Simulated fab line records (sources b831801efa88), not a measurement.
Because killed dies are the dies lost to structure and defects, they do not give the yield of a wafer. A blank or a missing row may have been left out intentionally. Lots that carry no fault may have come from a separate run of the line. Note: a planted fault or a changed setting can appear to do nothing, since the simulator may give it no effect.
Which tool did it? + flow sky130 + 72 wafers from 24 lots sampled at 2 of the route's 708 steps

WHAT THE GAUGES READ, wafer by wafer
SKY_VIA3_THK_MEAS_01.
| lot  | measured     | on            | VIA3_HDPCVD_THK (nm) |
|------|--------------|---------------|----------------------|
| L074 | day 38 03:25 | film-metro-03 | 1633 1638 1622       |
| L075 | day 38 14:31 | film-metro-02 | 1650 1622 1623       |
| L076 | day 39 01:38 | film-metro-03 | 1605 1644 1616       |
| L077 | day 39 05:20 | film-metro-01 | 1606 1623 1629       |
| L079 | day 39 18:55 | film-metro-03 | 1629 1640 1643       |
| L078 | day 39 19:12 | film-metro-01 | 1628 1629 1621       |
| L080 | day 40 04:13 | film-metro-03 | 1640 1619 1614       |
| L081 | day 40 15:46 | film-metro-03 | 1663 1655 1659       |
| L082 | day 40 17:17 | film-metro-01 | 1642 1623 1634       |
| L083 | day 40 22:22 | film-metro-02 | 1620 1616 1630       |
| L084 | day 41 13:44 | film-metro-02 | 1627 1609 1640       |
| L085 | day 41 19:10 | film-metro-02 | 1658 1654 1651       |
| L086 | day 42 01:18 | film-metro-03 | 1627 1630 1632       |
| L087 | day 42 03:23 | film-metro-01 | 1658 1652 1631       |
| L088 | day 42 16:14 | film-metro-02 | 1659 1623 1648       |
| L089 | day 42 17:13 | film-metro-01 | 1641 1663 1636       |
| L090 | day 43 08:14 | film-metro-02 | 1624 1606 1602       |
| L091 | day 43 10:50 | film-metro-02 | 1660 1639 1642       |
| L092 | day 43 12:57 | film-metro-02 | 1622 1621 1627       |
| L093 | day 43 18:54 | film-metro-01 | 1630 1622 1629       |
| L094 | day 44 06:14 | film-metro-03 | 1607 1627 1618       |
| L096 | day 44 13:40 | film-metro-01 | 1660 1631 1660       |
| L095 | day 44 20:06 | film-metro-01 | 1655 1654 1647       |
| L097 | day 45 03:26 | film-metro-02 | 1643 1628 1640       |

SKY_VIA3_THK_MEAS_23: measures by xrf.
| lot  | measured     | on            | VIA3_W_THK (nm) |
|------|--------------|---------------|-----------------|
| L074 | day 39 04:49 | film-metro-03 | 408 404 410     |
| L075 | day 39 17:02 | film-metro-03 | 415 410 411     |
| L076 | day 40 04:01 | film-metro-03 | 402 407 405     |
| L077 | day 40 08:02 | film-metro-03 | 413 403 411     |
| L079 | day 40 21:00 | film-metro-01 | 408 405 418     |
| L078 | day 40 21:04 | film-metro-03 | 396 401 406     |
| L080 | day 41 05:38 | film-metro-02 | 410 400 408     |
| L081 | day 41 17:19 | film-metro-01 | 411 403 412     |
| L082 | day 41 18:52 | film-metro-03 | 412 404 409     |
| L083 | day 42 00:16 | film-metro-02 | 393 393 397     |
| L084 | day 42 14:53 | film-metro-01 | 408 400 405     |
| L085 | day 42 20:35 | film-metro-03 | 410 407 406     |
| L086 | day 43 01:53 | film-metro-02 | 403 394 405     |
| L087 | day 43 04:26 | film-metro-03 | 411 413 400     |
| L088 | day 43 16:35 | film-metro-03 | 408 401 410     |
| L089 | day 43 16:57 | film-metro-01 | 414 408 412     |
| L090 | day 44 08:25 | film-metro-03 | 407 412 413     |
| L091 | day 44 11:01 | film-metro-01 | 400 404 401     |
| L092 | day 44 13:16 | film-metro-02 | 408 400 403     |
| L093 | day 44 19:01 | film-metro-03 | 404 402 403     |
| L094 | day 45 05:33 | film-metro-03 | 401 406 404     |
| L096 | day 45 12:12 | film-metro-01 | 394 398 405     |
| L095 | day 45 18:48 | film-metro-01 | 401 401 399     |
| L097 | day 46 01:29 | film-metro-01 | 394 393 387     |

EACH LOT AND THE TOOL THAT RAN IT (in order: tool; ch and the chambers of the sampled wafers; start)
No process step before these readings appears in the record.

WHAT THE TOOLS THEMSELVES READ (means of the sampled wafers that have a number; where no wafer has one, the mark that the record gives instead)
The record holds no such reading with a usual standard deviation.

THE ANSWER, worked out from the rows above alone
Rule: the usual values come from the lots themselves. The widest of any qualifying gaps counts: lots, ordered by their means at a reading, are off when they make up no more than a third of the lots, leave a main group of 4 or more, and stand apart from it by 3 or more times the standard deviation of that group's means. A main group whose means are all the same, to the digits that the tables above print for the reading, isn't used. Also off: a lot with no number at a reading for which 4 or more lots have one. The other lots that the step has rows for count as sound. Order of review: gauges by route order, followed by the tools' own readings, for which a lot's mean as printed above is used. The first step at which some lot is off is used, and at that step the reading that is off furthest; a lot without a number counts as furthest.
Across all readings shown, no lot is off: no conclusion can be drawn from this.

WHAT THE SIMULATOR HAD PUT IN
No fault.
